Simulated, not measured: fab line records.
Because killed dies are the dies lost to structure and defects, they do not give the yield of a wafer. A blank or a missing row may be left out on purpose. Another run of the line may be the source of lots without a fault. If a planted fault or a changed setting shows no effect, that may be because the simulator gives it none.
Commonality check across tools ; flow sky130 ; Sampled: 11 lots, 33 wafers

REASON FOR OPENING
SKY_CONTACT_THK_MEAS_01, reading CONTACT_CVD_00_THK: flagged on 3 of 11 lots. Fault-free wafers read 74.9 nm, with a standard deviation of 1.2.
Rule: flag the lot when none of its wafers has a number, or when each of its wafers that has one lies beyond 4 standard deviations from that mean. The other lots count as sound.

lot;measured;on;CONTACT_CVD_00_THK (nm), wafer by wafer;flag
L633;day 30 17:46;film_metro-02;75.8 74.6 75.2;
L636;day 32 11:18;film_metro-02;73.9 73.9 74.1;
L637;day 32 13:38;film_metro-01;148.5 149.6 152.8;FLAGGED
L639;day 33 19:35;film_metro-02;150.2 153.8 154.4;FLAGGED
L638;day 33 21:38;film_metro-02;150.8 153.4 152.4;FLAGGED
L645;day 34 21:32;film_metro-03;75.2 72.5 74.8;
L648;day 35 21:30;film_metro-03;73.9 73.3 75.6;
L649;day 35 23:12;film_metro-02;73.9 75.0 74.6;
L650;day 36 08:26;film_metro-02;72.8 74.3 73.7;
L653;day 37 00:40;film_metro-03;73.1 74.6 73.4;
L654;day 37 12:41;film_metro-02;75.0 75.6 76.9;
Average over the flagged lots: 151.8 nm; offset from the usual +76.9 nm, equal to +64 standard deviations.

WHICH TOOL RAN EACH LOT
3 process steps preceding the reading are held in the record, out of 708 steps in the route. In each cell: the tool, then ch and the chambers that the sampled wafers went through, then the start.
lot;flag;SKY_LI_CONTACT_CMP_24;SKY_LOCAL_INTERCONNECT_ETCH_13;SKY_CONTACT_CVD_00
L633;;cmp-02 ch 2,3, day 29 12:03;rie_metal-02 ch 0,1, day 30 16:59;pecvd-02 ch 0,2, day 30 17:44
L636;;cmp-02 ch 1,2,3, day 31 09:16;rie_metal-02 ch 0,1, day 32 10:32;pecvd-01 ch 0,2, day 32 11:16
L637;FLAGGED;cmp-02 ch 0,3, day 31 10:11;rie_metal-03 ch 0,1, day 32 12:41;pecvd-02 ch 0,1,2, day 32 13:00
L639;FLAGGED;cmp-01 ch 0,1,3, day 32 15:32;rie_metal-02 ch 0, day 33 18:22;pecvd-03 ch 0,1, day 33 19:00
L638;FLAGGED;cmp-02 ch 0,1, day 32 17:24;rie_metal-02 ch 1, day 33 20:41;pecvd-03 ch 1,2, day 33 21:00
L645;;cmp-01 ch 1,2, day 33 18:08;rie_metal-02 ch 0,1, day 34 20:47;pecvd-02 ch 0,1,2, day 34 21:30
L648;;cmp-01 ch 0,1,3, day 34 18:34;rie_metal-04 ch 1, day 35 20:38;pecvd-01 ch 0,1,2, day 35 21:28
L649;;cmp-02 ch 1,2,3, day 34 20:00;rie_metal-03 ch 0, day 35 22:26;pecvd-02 ch 2, day 35 23:09
L650;;cmp-01 ch 0,2, day 35 05:16;rie_metal-02 ch 0,1, day 36 07:41;pecvd-02 ch 1,2, day 36 08:24
L653;;cmp-02 ch 0,1,3, day 35 21:39;rie_metal-03 ch 0, day 36 23:49;pecvd-01 ch 0,1, day 37 00:37
L654;;cmp-02 ch 0,2,3, day 36 09:24;rie_metal-02 ch 0,1, day 37 11:56;pecvd-03 ch 0,1, day 37 12:39
What the steps here do:
- SKY_LI_CONTACT_CMP_24: polishes, stops on PSG, t overpolish 19.19 s, target thk 0 nm.
- SKY_LOCAL_INTERCONNECT_ETCH_13: etches BARC in N2/H2, stops on SiO2, time 45.9 s, target depth 60 nm.
- SKY_CONTACT_CVD_00: deposits Si3N4, target thk 75 nm.
- SKY_CONTACT_THK_MEAS_01

FLAGGED AGAINST TOTAL, ONE TOOL AT A TIME (gauges that did the reading follow at the end)
step;tool;lots run;flagged;share of the flagged lots;sound lots run after its first flagged lot
SKY_LI_CONTACT_CMP_24;cmp-01;4;1;some;3 (L645,L648,L650)
SKY_LI_CONTACT_CMP_24;cmp-02;7;2;some;3 (L649,L653,L654)
SKY_LOCAL_INTERCONNECT_ETCH_13;rie_metal-02;7;2;some;3 (L645,L650,L654)
SKY_LOCAL_INTERCONNECT_ETCH_13;rie_metal-03;3;1;some;2 (L649,L653)
SKY_LOCAL_INTERCONNECT_ETCH_13;rie_metal-04;1;0;none;-
SKY_CONTACT_CVD_00;pecvd-01;3;0;none;-
SKY_CONTACT_CVD_00;pecvd-02;5;1;some;3 (L645,L649,L650)
SKY_CONTACT_CVD_00;pecvd-03;3;2;some;1 (L654)
SKY_CONTACT_THK_MEAS_01;film_metro-01;1;1;some;0
SKY_CONTACT_THK_MEAS_01;film_metro-02;7;2;some;3 (L649,L650,L654)
SKY_CONTACT_THK_MEAS_01;film_metro-03;3;0;none;-

WHAT IS ALLOWED BY THE TABLE
No row of the table ran every flagged lot.

WHAT THE SIMULATOR HAD PUT IN
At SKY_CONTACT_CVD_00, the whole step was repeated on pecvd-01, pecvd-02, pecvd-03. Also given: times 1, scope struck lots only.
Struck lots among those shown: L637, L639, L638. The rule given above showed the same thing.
